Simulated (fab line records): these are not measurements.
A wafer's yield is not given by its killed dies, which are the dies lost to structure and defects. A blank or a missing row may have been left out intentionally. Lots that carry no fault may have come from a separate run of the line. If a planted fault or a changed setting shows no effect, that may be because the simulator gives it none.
A lot that was struck, set against a sound lot || flow gf180mcu || 19 steps out of a route of 602
Sound: the wafers L149.4, L149.5, L149.6. The struck wafers were L156.3, L156.4, L156.5. The cause is given at the end.
Order at every step that has rows: each side's tool, ch and its chambers, its first start. Under that, the readings that differ: sound wafers || struck wafers || difference of the means || sigmas: that difference in standard deviations of wafers without a fault.
alike: words and numbers the same on both sides, and readings whose means are apart by under 2 such deviations; not compared: readings that were withheld, readings missing a value for some wafer, numbers with overlapping values and no deviation given by the record, and bounds like >300 which may hide the same value.
A row with sigmas, a row that says differs or no value, or rows on one side alone: a step with any of these is where the two part. When numbers do not overlap yet have no deviation, they are printed without sigmas and do not part them. A reading missing from all wafers of one side parts the sides only when that side holds two or more wafers.

GF_V1_CMP_26: polishes, stops on SiO2, t overpolish 15 s, target thk 0 nm.
  sound on cmp-01 ch 1,2, day 21 08:53; struck on cmp-01 ch 1,2, day 23 18:30
  alike: motor_current_A, overpolish_run_s, time_to_endpoint_s
then, 1 step without rows for these wafers: GF_M2_SPUTTER_00 (material Ti, target thk 37.5 nm, time 150 s).
GF_M2_SPUTTER_01: material TiN, target thk 30 nm, time 25 s.
  sound on pvd_sputter-02 at day 21 09:14; struck on pvd_sputter-03 at day 23 18:54
  alike: throttle_valve_pct
then, 1 step without rows for these wafers: GF_M2_SPUTTER_02 (material AlCu, target thk 450 nm, time 23.9 s).
GF_M2_SPUTTER_03: material Ti, target thk 10 nm, time 6.7 s.
  sound on pvd_sputter-02 at day 21 09:17; struck on pvd_sputter-03 at day 23 18:58
  alike: throttle_valve_pct
GF_M2_SPUTTER_04: material TiN, target thk 50 nm, time 41.7 s.
  sound on pvd_sputter-02 at day 21 09:19; struck on pvd_sputter-03 at day 23 18:59
  alike: throttle_valve_pct
GF_M2_RS_MEAS_05: the measuring method here is four-point-probe.
  sound on film_metro-03 at day 21 09:25; struck on film_metro-03 at day 23 19:04
  alike: M2_ALCU_RS
GF_M2_THK_MEAS_06: measures by xrf.
  sound on film_metro-03 at day 21 09:30; struck on film_metro-03 at day 23 19:10
  alike: M2_ALCU_THK
then, 4 steps without rows for these wafers: GF_M2_DEHYDRATE_07 (time 60 s); GF_M2_HMDS_08 (prime time 60 s); GF_M2_COAT_09 (resist thk 1000 nm); GF_M2_SOFTBAKE_10 (time 60 s).
GF_M2_EXPOSE_11: exposes mask Metal2, target cd 280 nm.
  sound on krf_scanner-02 ch 0, day 21 21:34; struck on krf_scanner-02 ch 0, day 24 06:29
  alike: mask
then, 2 steps without rows for these wafers: GF_M2_PEB_12 (peb time 90 s); GF_M2_DEVELOP_13 (develop time 60 s).
GF_M2_CD_MEAS_14: the cd target is 280 nm.
  sound on cd_sem-01 at day 22 08:44; struck on cd_sem-01 at day 24 17:17
{"reading": "cd_nm (nm)", "sound": "279.9 280.9 280.7", "struck": "203.6 240.2 236.9", "difference": -53.6, "sigmas": -49}
  not compared: hold
GF_M2_OVL_MEAS_15:
  sound on overlay-01 at day 22 08:49; struck on overlay-01 at day 24 21:27
{"reading": "hold", "sound": "- - -", "struck": "await_dispo/4.1h/release await_dispo/4.1h/release await_dispo/4.1h/release", "difference": "no value on the sound wafers", "sigmas": ""}
  alike: M2_OVL
GF_M2_METAL_ETCH_16: etches the open film in Cl2/BCl3, stops on SiO2, target depth 627.5 nm, time 104.6 s.
  sound on rie_metal-02 ch 0,1, day 22 08:52; struck on rie_metal-02 ch 0,1, day 24 21:31
{"reading": "model.M2.cd_nm (nm)", "sound": "275.2 278.1 277.6", "struck": "202.8 238.2 233.3", "difference": -52.2, "sigmas": ""}
  alike: drypump_motor_current_A, oes_product_au, rf_fwd_power_W, throttle_valve_pct
  not compared: rf_hours_counter_h
GF_M2_STRIP_17: strips in O2/N2.
  sound on plasma_asher-01 ch 0,1, day 22 08:59; struck on plasma_asher-04 ch 0,1, day 24 21:37
  alike: drypump_motor_current_A, heater_power_w, oes_product_au, strip_time_to_endpoint_s
  not compared: rf_hours_counter_h

## WHERE THEY PART
At GF_M2_CD_MEAS_14 first; at GF_M2_OVL_MEAS_15 last (within this record only). Later steps at which nothing parts them and some readings are alike: GF_M2_METAL_ETCH_16, GF_M2_STRIP_17.

WHY: the cause the simulator had injected
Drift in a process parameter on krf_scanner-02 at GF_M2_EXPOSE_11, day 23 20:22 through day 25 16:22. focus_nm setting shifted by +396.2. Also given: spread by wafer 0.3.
